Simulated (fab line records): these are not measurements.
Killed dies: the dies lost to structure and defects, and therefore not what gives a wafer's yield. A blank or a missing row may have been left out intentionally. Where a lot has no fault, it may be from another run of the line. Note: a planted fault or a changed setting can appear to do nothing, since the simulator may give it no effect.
The tool behind it: which one? / flow sfq line / 36 wafers from 12 lots sampled at 2 of the route's 325 steps

== WHAT THE GAUGES SHOWED, per wafer ==
SFQ_I0_OVL_MEAS_908. Usual: I0_OVL typically reads -3 nm, with standard deviation 4.9.
lot=L402; measured=day 15 21:05; on=overlay-02; I0_OVL (nm)=-6 -12 -11; flag=
lot=L403; measured=day 16 00:41; on=overlay-01; I0_OVL (nm)=-3 -5 -7; flag=
lot=L404; measured=day 16 07:53; on=overlay-02; I0_OVL (nm)=1 -2 0; flag=
lot=L405; measured=day 16 16:48; on=overlay-02; I0_OVL (nm)=-2 -1 -6; flag=
lot=L406; measured=day 17 14:07; on=overlay-02; I0_OVL (nm)=-5 -5 -8; flag=
lot=L407; measured=day 18 04:31; on=overlay-01; I0_OVL (nm)=-9 -2 -2; flag=
lot=L408; measured=day 18 22:31; on=overlay-02; I0_OVL (nm)=58 66 59; flag=OFF
lot=L409; measured=day 19 04:30; on=overlay-01; I0_OVL (nm)=63 65 63; flag=OFF
lot=L410; measured=day 19 10:31; on=overlay-02; I0_OVL (nm)=64 63 61; flag=OFF
lot=L412; measured=day 20 02:14; on=overlay-02; I0_OVL (nm)=6 5 4; flag=
lot=L414; measured=day 21 02:10; on=overlay-02; I0_OVL (nm)=-10 -1 -1; flag=
lot=L417; measured=day 22 02:09; on=overlay-01; I0_OVL (nm)=2 -5 -9; flag=

== EACH LOT AND THE TOOL THAT RAN IT (in order: tool; ch and the chambers of the sampled wafers; start) ==
lot=L402; SFQ_TRILAYER_I0_VIA_LITHO_EXPOSE_032=krf scanner-02 ch 0, day 15 19:35
lot=L403; SFQ_TRILAYER_I0_VIA_LITHO_EXPOSE_032=krf scanner-02 ch 0, day 15 23:11
lot=L404; SFQ_TRILAYER_I0_VIA_LITHO_EXPOSE_032=krf scanner-02 ch 0, day 16 06:23
lot=L405; SFQ_TRILAYER_I0_VIA_LITHO_EXPOSE_032=krf scanner-01 ch 0, day 16 15:41
lot=L406; SFQ_TRILAYER_I0_VIA_LITHO_EXPOSE_032=krf scanner-02 ch 0, day 17 13:12
lot=L407; SFQ_TRILAYER_I0_VIA_LITHO_EXPOSE_032=krf scanner-02 ch 0, day 18 03:12
lot=L408; SFQ_TRILAYER_I0_VIA_LITHO_EXPOSE_032=krf scanner-02 ch 0, day 18 21:24
lot=L409; SFQ_TRILAYER_I0_VIA_LITHO_EXPOSE_032=krf scanner-02 ch 0, day 19 03:00
lot=L410; SFQ_TRILAYER_I0_VIA_LITHO_EXPOSE_032=krf scanner-02 ch 0, day 19 09:12
lot=L412; SFQ_TRILAYER_I0_VIA_LITHO_EXPOSE_032=krf scanner-01 ch 0, day 20 00:56
lot=L414; SFQ_TRILAYER_I0_VIA_LITHO_EXPOSE_032=krf scanner-01 ch 0, day 21 01:03
lot=L417; SFQ_TRILAYER_I0_VIA_LITHO_EXPOSE_032=krf scanner-01 ch 0, day 22 00:39
- SFQ_TRILAYER_I0_VIA_LITHO_EXPOSE_032: exposes mask I0, target cd 500 nm.

== WHAT THE TOOLS THEMSELVES READ (means of the sampled wafers that have a number; where no wafer has one, the mark that the record gives instead) ==
The record holds no such reading with a usual standard deviation.

== THE ANSWER, worked out from the rows above alone ==
Rule: a lot is off if the mean of its wafers that have a number lies more than 3 standard deviations from the usual mean. Also off: a lot with no number at a reading for which 4 or more lots have one. Where the step has rows for the other lots, those lots are counted as sound. First the gauges in route order, then the tools' own readings, where a lot's mean is used as printed above. The first step at which some lot is off is used, and at that step the reading that is off furthest; a lot without a number counts as furthest.
Off: L408, L409, L410, at SFQ_I0_OVL_MEAS_908 (I0_OVL).
If a tool, at a process step before that reading, ran all the lots that are off and no sound lot after the first of them, it fits. Those tools and the gauges at SFQ_I0_OVL_MEAS_908 are tried in the same way. One candidate fits, namely krf scanner-02 at SFQ_TRILAYER_I0_VIA_LITHO_EXPOSE_032. A fault onset in the window from L407 (day 18 03:12, its last sound lot) to L408 (day 18 21:24, its first lot off) fits.

== WHAT WAS PUT IN BY THE SIMULATOR ==
Scanner matching overlay: krf scanner-02, from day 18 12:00 on, at SFQ_TRILAYER_I0_VIA_LITHO_EXPOSE_032. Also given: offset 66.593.
Struck lots among those shown: L408, L409, L410. This agrees with what the rule above found.
